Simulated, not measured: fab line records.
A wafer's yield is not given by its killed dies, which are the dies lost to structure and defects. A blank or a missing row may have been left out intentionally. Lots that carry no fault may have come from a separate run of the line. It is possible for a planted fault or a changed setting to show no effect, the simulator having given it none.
Chamber matching	flow sfqLine	SFQ_TRILAYER_L0_VIA_ETCH_VIA_ETCH_016 on rieDiel-03 has 4 sister chambers
The step etches SiO2 in CHF3, stops on MoNx KI, target depth 80 nm. 14 wafers are shown with their chamber, then 6 later ones without.

## EACH WAFER AND ITS CHAMBER
wafer	chamber	drypumpMotorCurrentA (A)	oesProductAu (a.u.)
L480.1	3	4.7	0.846
L480.3	0	5.8	0.846
L480.6	2	5.7	0.843
L481.1	2	5.7	0.839
L481.3	0	5.8	0.840
L481.4	3	4.8	0.857
L488.1	0	5.8	0.841
L488.3	3	4.8	0.847
L488.6	3	4.7	0.847
L489.3	1	6.5	0.829
L489.4	0	5.7	0.838
L489.6	2	5.7	0.813
L491.3	3	4.7	0.829
L491.6	1	6.6	0.814

SIGNATURES (means of the wafers above)
reading	chamber 0	chamber 1	chamber 2	chamber 3	scatter within a chamber
drypumpMotorCurrentA	5.775	6.550	5.700	4.740	0.0495
oesProductAu	0.84125	0.82150	0.83167	0.84520	0.0104
Rule: for each reading, subtract the chamber's mean from the wafer's reading, divide by that reading's scatter and square the result; add these up over the readings and take the root, which gives the wafer's distance from the chamber. If the next closest chamber is less than 2 further off than the closest, the wafer can't be placed; otherwise it belongs to the closest. The scatter: take each reading less its chamber's mean, square it, sum over the shown wafers, divide by the number of wafers less the number of chambers, and take the root.

## WAFERS WHOSE CHAMBER IS MISSING
wafer	drypumpMotorCurrentA (A)	oesProductAu (a.u.)
L495.1	5.7	0.841
L495.2	4.8	0.842
L495.3	5.7	0.847
L502.1	5.8	0.843
L502.2	4.8	0.849
L502.3	5.7	0.843

## EACH ONE'S CHAMBER
wafer	from the rows above	in truth
L495.1	can't be placed: 2 or 0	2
L495.2	3	3
L495.3	can't be placed: 2 or 0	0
L502.1	can't be placed: 0 or 2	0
L502.2	3	3
L502.3	can't be placed: 2 or 0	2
2 of 6 placed correctly. Not placeable from these rows: 4 (in 4, the candidates include the true chamber). Wrongly placed: 0.
